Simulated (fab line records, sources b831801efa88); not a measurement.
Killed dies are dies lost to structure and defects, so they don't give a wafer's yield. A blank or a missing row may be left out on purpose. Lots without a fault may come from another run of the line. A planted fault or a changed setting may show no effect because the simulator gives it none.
One fault seen from 2 desks | flow sky130 | each desk has only its own numbers; what lay behind them comes last

THE METROLOGY DESK
What the gauges read, lot by lot, whatever tool the lot ran on: means of the sampled wafers that have a number. A lot is out of limits, marked OUT, if its mean lies more than 4 standard deviations from the usual mean; the brackets give that distance.
Columns: A = VIA4_BOW at SKY_VIA4_BOW_MEAS_03, usual 82 um
lot  | first seen here | A
L881 | day 41 13:50    | 95
L883 | day 42 11:27    | 86
L884 | day 42 17:37    | 81
L885 | day 43 00:54    | 77
L886 | day 43 01:38    | 77
L888 | day 44 02:30    | 79
L890 | day 44 10:43    | 82
L891 | day 44 13:40    | 84
L894 | day 45 10:22    | 86
L895 | day 45 13:06    | 70
L904 | day 47 15:59    | 94
This desk's finding: nothing out of limits on any of the 11 lots.

THE TOOL OWNER'S DESK: pvd_sputter-04
The tool's own readings at SKY_METAL1_SPUTTER_00 (material Ti, target thk 15 nm, time 10 s): means of the sampled wafers that have a number, for each lot that ran on this tool. A lot is out of limits, marked OUT, if its mean lies more than 4 standard deviations from the usual mean; the brackets give that distance.
Columns: A = throttle_valve_pct at SKY_METAL1_SPUTTER_00, usual 29.6 %
lot  | first seen here | A
L885 | day 33 01:41    | 29.4
L890 | day 34 17:26    | 29.7
L891 | day 34 20:56    | 29.4
L894 | day 35 18:53    | 30.1
L895 | day 36 01:24    | 29.1
This desk's finding: nothing out of limits on any of the 5 lots.

PUT TOGETHER
The metrology desk saw nothing out of limits.
The tool owner's desk saw nothing out of limits.

WHAT THE SIMULATOR HAD PUT IN
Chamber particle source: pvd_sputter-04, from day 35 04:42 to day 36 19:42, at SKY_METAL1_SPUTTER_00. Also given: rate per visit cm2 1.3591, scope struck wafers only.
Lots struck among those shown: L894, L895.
